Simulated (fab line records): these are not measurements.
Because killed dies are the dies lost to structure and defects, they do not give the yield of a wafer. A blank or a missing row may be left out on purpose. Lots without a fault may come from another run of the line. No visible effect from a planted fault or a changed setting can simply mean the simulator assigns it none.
Chamber matching :: flow sky130 :: rie diel-02 running SKY_VIA4_ETCH_12: 4 sister chambers
The step etches SiO2 in C4F8/O2/Ar, stops on TiN, target depth 580 nm. 4 wafers are shown with their chamber, then 8 later ones without.

## WAFERS WITH THEIR CHAMBER
wafer: L082.3
chamber: 0
bias w (W): 1201

wafer: L082.5
chamber: 2
bias w (W): 1202

wafer: L083.6
chamber: 3
bias w (W): 1199

wafer: L087.2
chamber: 1
bias w (W): 1196

## WAFERS WHOSE CHAMBER IS MISSING
wafer: L087.3
bias w (W): 1201

wafer: L087.5
bias w (W): 1193

wafer: L092.4
bias w (W): 1198

wafer: L092.5
bias w (W): 1199

wafer: L092.6
bias w (W): 1200

wafer: L093.2
bias w (W): 1205

wafer: L093.3
bias w (W): 1197

wafer: L093.4
bias w (W): 1201

## CHAMBER TAKEN BY EACH
wafer: L087.3
from the rows above: can't be placed: 0 or 2 or 3
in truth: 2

wafer: L087.5
from the rows above: can't be placed: 1 or 3
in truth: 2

wafer: L092.4
from the rows above: can't be placed: 3 or 1 or 0 or 2
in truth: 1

wafer: L092.5
from the rows above: can't be placed: 3 or 0 or 1 or 2
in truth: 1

wafer: L092.6
from the rows above: can't be placed: 0 or 3 or 2 or 1
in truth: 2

wafer: L093.2
from the rows above: can't be placed: 2 or 0 or 3
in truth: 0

wafer: L093.3
from the rows above: can't be placed: 1 or 3 or 0
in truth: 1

wafer: L093.4
from the rows above: can't be placed: 0 or 2 or 3
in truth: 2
Placed correctly: 0 of 8. Unplaceable from these rows: 8, with the true chamber sitting among the candidates in 7. Wrongly placed: 0.
How it was worked out, from the rows above alone: a wafer's distance from a chamber is the root of the sum, over the readings, of the square of ((its reading less the chamber's mean) divided by the reading's scatter). The wafer belongs to the nearest chamber; if the next one is less than 2 further off, it can't be placed. For every chamber, the mean is computed from those of its wafers that are shown. The scatter: root of mean squared gap, hidden wafer to nearest shown wafer, with one shown wafer a chamber.
